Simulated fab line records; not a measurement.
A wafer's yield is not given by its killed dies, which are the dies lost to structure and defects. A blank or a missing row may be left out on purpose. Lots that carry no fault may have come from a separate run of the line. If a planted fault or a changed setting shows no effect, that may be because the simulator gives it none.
What tool caused it? / flow gf180mcu / 41 wafers from 14 lots sampled at 5 of the route's 602 steps

== WHAT THE GAUGES SHOWED, per wafer ==
GF_VT_IMPLANT_TW_MEAS_21. Usual: for VT_IMPLANT_2_TW the level is 1219 and the standard deviation is 6.3.
lot=L114; measured=day 6 07:27; on=film_metro-03; VT_IMPLANT_2_TW=1216 1214 1222; flag=
lot=L115; measured=day 6 16:00; on=film_metro-02; VT_IMPLANT_2_TW=1224 1222 1223; flag=
lot=L116; measured=day 6 17:20; on=film_metro-03; VT_IMPLANT_2_TW=1216 1219 1218; flag=
lot=L119; measured=day 7 12:53; on=film_metro-02; VT_IMPLANT_2_TW=1223 1223; flag=
lot=L124; measured=day 8 22:09; on=film_metro-02; VT_IMPLANT_2_TW=1228 1229 1216; flag=
lot=L126; measured=day 9 07:38; on=film_metro-02; VT_IMPLANT_2_TW=1219 1219 1229; flag=
lot=L127; measured=day 9 16:58; on=film_metro-03; VT_IMPLANT_2_TW=1215 1217 1216; flag=
lot=L128; measured=day 9 23:05; on=film_metro-02; VT_IMPLANT_2_TW=1221 1215 1219; flag=
lot=L130; measured=day 10 10:48; on=film_metro-01; VT_IMPLANT_2_TW=1218 1222 1223; flag=
lot=L131; measured=day 10 17:04; on=film_metro-02; VT_IMPLANT_2_TW=1233 1228 1224; flag=
lot=L132; measured=day 11 00:42; on=film_metro-03; VT_IMPLANT_2_TW=1206 1207 1203; flag=
lot=L134; measured=day 11 21:53; on=film_metro-01; VT_IMPLANT_2_TW=1226 1221 1233; flag=
lot=L136; measured=day 12 05:30; on=film_metro-01; VT_IMPLANT_2_TW=1222 1217 1222; flag=
lot=L137; measured=day 12 14:06; on=film_metro-01; VT_IMPLANT_2_TW=1219 1222 1217; flag=

GF_VT_IMPLANT_OVL_MEAS_29. Usual: for VT_IMPLANT_02_OVL the level is -1.2 nm and the standard deviation is 1.6.
lot=L114; measured=day 6 21:21; on=overlay-01; VT_IMPLANT_02_OVL (nm)=1.1 0.5 0.1; flag=
lot=L115; measured=day 7 06:49; on=overlay-01; VT_IMPLANT_02_OVL (nm)=0.8 0.2 0.2; flag=
lot=L116; measured=day 7 08:27; on=overlay-01; VT_IMPLANT_02_OVL (nm)=-2.6 0.7 -0.7; flag=
lot=L119; measured=day 8 04:49; on=overlay-02; VT_IMPLANT_02_OVL (nm)=-1.6 -0.8; flag=
lot=L124; measured=day 9 14:45; on=overlay-01; VT_IMPLANT_02_OVL (nm)=-1.4 -3.4 -1.8; flag=
lot=L126; measured=day 10 00:43; on=overlay-01; VT_IMPLANT_02_OVL (nm)=-0.6 -0.4 0.5; flag=
lot=L127; measured=day 10 10:14; on=overlay-01; VT_IMPLANT_02_OVL (nm)=1.4 0.6 0.9; flag=
lot=L128; measured=day 10 16:54; on=overlay-02; VT_IMPLANT_02_OVL (nm)=-1.2 -2.4 -1.0; flag=
lot=L130; measured=day 11 04:20; on=overlay-02; VT_IMPLANT_02_OVL (nm)=-1.0 -1.3 0.0; flag=
lot=L131; measured=day 11 11:03; on=overlay-01; VT_IMPLANT_02_OVL (nm)=-1.1 -2.0 -1.4; flag=
lot=L132; measured=day 11 19:09; on=overlay-02; VT_IMPLANT_02_OVL (nm)=-3.5 -3.2 -1.9; flag=
lot=L134; measured=day 12 16:54; on=overlay-01; VT_IMPLANT_02_OVL (nm)=-0.6 -3.3 -3.5; flag=
lot=L136; measured=day 13 01:11; on=overlay-02; VT_IMPLANT_02_OVL (nm)=-2.6 -0.3 -1.2; flag=
lot=L137; measured=day 13 09:31; on=overlay-02; VT_IMPLANT_02_OVL (nm)=-1.7 -0.2 -0.7; flag=

GF_M1_CD_MEAS_14: the cd target is 230 nm. Usual: 229.8 nm for cd_nm, sd 1.2.
lot=L114; measured=day 17 02:59; on=cd_sem-02; cd_nm (nm)=229.2 228.3 229.5; flag=
lot=L115; measured=day 17 13:32; on=cd_sem-02; cd_nm (nm)=227.9 227.6 227.3; flag=
lot=L116; measured=day 17 16:19; on=cd_sem-01; cd_nm (nm)=231.0 229.6 231.8; flag=
lot=L119; measured=day 19 00:20; on=cd_sem-02; cd_nm (nm)=231.5 231.4; flag=
lot=L124; measured=day 20 19:32; on=cd_sem-01; cd_nm (nm)=231.2 230.4 230.3; flag=
lot=L126; measured=day 21 12:14; on=cd_sem-02; cd_nm (nm)=230.1 232.1 231.2; flag=
lot=L127; measured=day 21 19:36; on=cd_sem-01; cd_nm (nm)=229.8 230.5 229.9; flag=
lot=L128; measured=day 22 02:49; on=cd_sem-01; cd_nm (nm)=231.1 231.8 231.7; flag=
lot=L130; measured=day 22 16:17; on=cd_sem-01; cd_nm (nm)=230.3 230.2 230.0; flag=
lot=L131; measured=day 23 06:07; on=cd_sem-01; cd_nm (nm)=230.2 230.3 229.4; flag=
lot=L132; measured=day 23 12:51; on=cd_sem-01; cd_nm (nm)=228.9 229.8 229.4; flag=
lot=L134; measured=day 24 11:58; on=cd_sem-01; cd_nm (nm)=230.4 231.3 230.6; flag=
lot=L136; measured=day 25 02:31; on=cd_sem-02; cd_nm (nm)=230.9 230.8 230.0; flag=
lot=L137; measured=day 25 11:50; on=cd_sem-02; cd_nm (nm)=231.1 231.6 231.4; flag=

== WHAT TOOL EACH LOT RAN ON (gives the tool, then ch and the chambers of the sampled wafers, and finally the start) ==
lot=L114; GF_NSD_IMPLANT_09=implanter-01 ch 0, day 13 09:24; GF_NSD_STRIP_11=plasma_asher-02 ch 0,1, day 13 09:41
lot=L115; GF_NSD_IMPLANT_09=implanter-01 ch 0, day 13 20:40; GF_NSD_STRIP_11=plasma_asher-01 ch 0,1, day 13 20:57
lot=L116; GF_NSD_IMPLANT_09=implanter-01 ch 0, day 13 21:55; GF_NSD_STRIP_11=plasma_asher-04 ch 0,1, day 13 22:12
lot=L119; GF_NSD_IMPLANT_09=implanter-01 ch 0, day 14 23:03; GF_NSD_STRIP_11=plasma_asher-02 ch 0,1, day 14 23:21
lot=L124; GF_NSD_IMPLANT_09=implanter-02 ch 0, day 16 18:17; GF_NSD_STRIP_11=plasma_asher-04 ch 0,1, day 16 18:35
lot=L126; GF_NSD_IMPLANT_09=implanter-03 ch 0, day 17 09:29; GF_NSD_STRIP_11=plasma_asher-01 ch 0,1, day 17 09:47
lot=L127; GF_NSD_IMPLANT_09=implanter-03 ch 0, day 17 17:06; GF_NSD_STRIP_11=plasma_asher-02 ch 0,1, day 17 17:23
lot=L128; GF_NSD_IMPLANT_09=implanter-03 ch 0, day 18 00:20; GF_NSD_STRIP_11=plasma_asher-04 ch 0,1, day 18 00:38
lot=L130; GF_NSD_IMPLANT_09=implanter-01 ch 0, day 18 13:40; GF_NSD_STRIP_11=plasma_asher-02 ch 0,1, day 18 13:58
lot=L131; GF_NSD_IMPLANT_09=implanter-01 ch 0, day 19 02:55; GF_NSD_STRIP_11=plasma_asher-02 ch 0,1, day 19 03:11
lot=L132; GF_NSD_IMPLANT_09=implanter-03 ch 0, day 19 10:39; GF_NSD_STRIP_11=plasma_asher-04 ch 0,1, day 19 10:56
lot=L134; GF_NSD_IMPLANT_09=implanter-02 ch 0, day 20 11:25; GF_NSD_STRIP_11=plasma_asher-01 ch 0,1, day 20 11:41
lot=L136; GF_NSD_IMPLANT_09=implanter-01 ch 0, day 21 03:58; GF_NSD_STRIP_11=plasma_asher-02 ch 0, day 21 04:16
lot=L137; GF_NSD_IMPLANT_09=implanter-01 ch 0, day 21 13:55; GF_NSD_STRIP_11=plasma_asher-02 ch 0,1, day 21 14:12
- GF_NSD_IMPLANT_09
- GF_NSD_STRIP_11: strips in O2/N2.

== AS READ BY THE TOOLS THEMSELVES (means over the sampled wafers that have a number; for cases with no such wafer, the mark the record gives instead) ==
GF_NSD_STRIP_11. Usual: drypump_motor_current_A 6.1 A, standard deviation 0.43; heater_power_w 340 W, standard deviation 17; oes_product_au 0.487 a.u., standard deviation 0.0041; strip_time_to_endpoint_s 22.97 s, standard deviation 0.037.
lot=L114; tool=plasma_asher-02; drypump_motor_current_A (A)=6.6; heater_power_w (W)=335; oes_product_au (a.u.)=0.484; strip_time_to_endpoint_s (s)=22.98; flag=
lot=L115; tool=plasma_asher-01; drypump_motor_current_A (A)=6.1; heater_power_w (W)=335; oes_product_au (a.u.)=0.484; strip_time_to_endpoint_s (s)=22.94; flag=
lot=L116; tool=plasma_asher-04; drypump_motor_current_A (A)=5.7; heater_power_w (W)=340; oes_product_au (a.u.)=0.485; strip_time_to_endpoint_s (s)=22.90; flag=
lot=L119; tool=plasma_asher-02; drypump_motor_current_A (A)=6.5; heater_power_w (W)=334; oes_product_au (a.u.)=0.484; strip_time_to_endpoint_s (s)=22.88; flag=
lot=L124; tool=plasma_asher-04; drypump_motor_current_A (A)=6.0; heater_power_w (W)=352; oes_product_au (a.u.)=0.489; strip_time_to_endpoint_s (s)=23.03; flag=
lot=L126; tool=plasma_asher-01; drypump_motor_current_A (A)=5.8; heater_power_w (W)=328; oes_product_au (a.u.)=0.488; strip_time_to_endpoint_s (s)=22.97; flag=
lot=L127; tool=plasma_asher-02; drypump_motor_current_A (A)=6.4; heater_power_w (W)=344; oes_product_au (a.u.)=0.485; strip_time_to_endpoint_s (s)=23.01; flag=
lot=L128; tool=plasma_asher-04; drypump_motor_current_A (A)=6.0; heater_power_w (W)=352; oes_product_au (a.u.)=0.487; strip_time_to_endpoint_s (s)=23.01; flag=
lot=L130; tool=plasma_asher-02; drypump_motor_current_A (A)=6.4; heater_power_w (W)=343; oes_product_au (a.u.)=0.485; strip_time_to_endpoint_s (s)=22.99; flag=
lot=L131; tool=plasma_asher-02; drypump_motor_current_A (A)=6.4; heater_power_w (W)=345; oes_product_au (a.u.)=0.483; strip_time_to_endpoint_s (s)=22.98; flag=
lot=L132; tool=plasma_asher-04; drypump_motor_current_A (A)=5.7; heater_power_w (W)=344; oes_product_au (a.u.)=0.486; strip_time_to_endpoint_s (s)=22.93; flag=
lot=L134; tool=plasma_asher-01; drypump_motor_current_A (A)=6.1; heater_power_w (W)=317; oes_product_au (a.u.)=0.491; strip_time_to_endpoint_s (s)=22.99; flag=
lot=L136; tool=plasma_asher-02; drypump_motor_current_A (A)=6.7; heater_power_w (W)=320; oes_product_au (a.u.)=0.487; strip_time_to_endpoint_s (s)=22.93; flag=
lot=L137; tool=plasma_asher-02; drypump_motor_current_A (A)=6.6; heater_power_w (W)=332; oes_product_au (a.u.)=0.486; strip_time_to_endpoint_s (s)=22.99; flag=

== THE ANSWER, worked out from the rows above alone ==
Rule: a lot counts as off when the mean over its wafers that have a number is more than 3 standard deviations away from the usual mean. A lot without any number at a reading at which 4 lots or more have one is off too. Where the step has rows for the other lots, those lots are counted as sound. After the gauges, taken in route order, come the tools' own readings; for these a lot's mean is taken, as printed above. At the first step where some lot is off, the reading lying furthest off is the one used; lots without a number count as furthest.
No lot is off on any of the readings shown, so nothing can be concluded from this.

== WHAT WAS PUT IN BY THE SIMULATOR ==
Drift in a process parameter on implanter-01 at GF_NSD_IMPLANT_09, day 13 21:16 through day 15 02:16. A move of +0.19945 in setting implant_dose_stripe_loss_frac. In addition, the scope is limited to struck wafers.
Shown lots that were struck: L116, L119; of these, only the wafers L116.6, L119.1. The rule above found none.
